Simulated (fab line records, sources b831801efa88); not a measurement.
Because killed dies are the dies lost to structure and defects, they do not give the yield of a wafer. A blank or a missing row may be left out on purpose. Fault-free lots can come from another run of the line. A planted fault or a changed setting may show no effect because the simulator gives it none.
2 desks looking at one fault | flow gf180mcu | only its own numbers are on each desk; what lay behind them is given at the end

## DESK OF THE TOOL OWNER: pvdSputter-03
The tool's own readings at GF_V4_SPUTTER_21 (material Ti, target thk 15 nm, time 80.02 s): means of the sampled wafers that have a number, for each lot that ran on this tool. The brackets show how far a lot's mean lies from the usual mean; more than 4 standard deviations puts the lot out of limits, marked OUT.
Columns: A = throttleValvePct at GF_V4_SPUTTER_21, usual 29.8 %
lot  | first seen here | A
L708 | day 24 21:28    | 29.1
L712 | day 26 11:19    | 29.0
L727 | day 30 19:13    | 29.3
This desk's finding: nothing out of limits on any of the 3 lots.

## THE METROLOGY DESK
What the gauges read for every lot (on any tool): the sampled wafers with a number, averaged. The brackets show how far a lot's mean lies from the usual mean; more than 4 standard deviations puts the lot out of limits, marked OUT.
Columns: A = cdNm at GF_V4_CD_MEAS_14, usual 260.0 nm; B = V4_OVL at GF_V4_OVL_MEAS_15, usual 0 nm
lot  | first seen here | A     | B
L708 | day 24 20:19    | 260.6 | -1
L712 | day 26 10:28    | 260.0 | 4
L718 | day 28 01:31    | 259.2 | 2
L727 | day 30 18:22    | 260.7 | 4
L728 | day 31 10:05    | 260.3 | -3
L729 | day 31 13:21    | 261.2 | -7
This desk's finding: nothing out of limits on any of the 6 lots.

## TAKEN TOGETHER
Nothing out of limits was seen by the tool owner's desk.
Nothing out of limits was seen by the metrology desk.

## WHAT THE SIMULATOR HAD INSERTED
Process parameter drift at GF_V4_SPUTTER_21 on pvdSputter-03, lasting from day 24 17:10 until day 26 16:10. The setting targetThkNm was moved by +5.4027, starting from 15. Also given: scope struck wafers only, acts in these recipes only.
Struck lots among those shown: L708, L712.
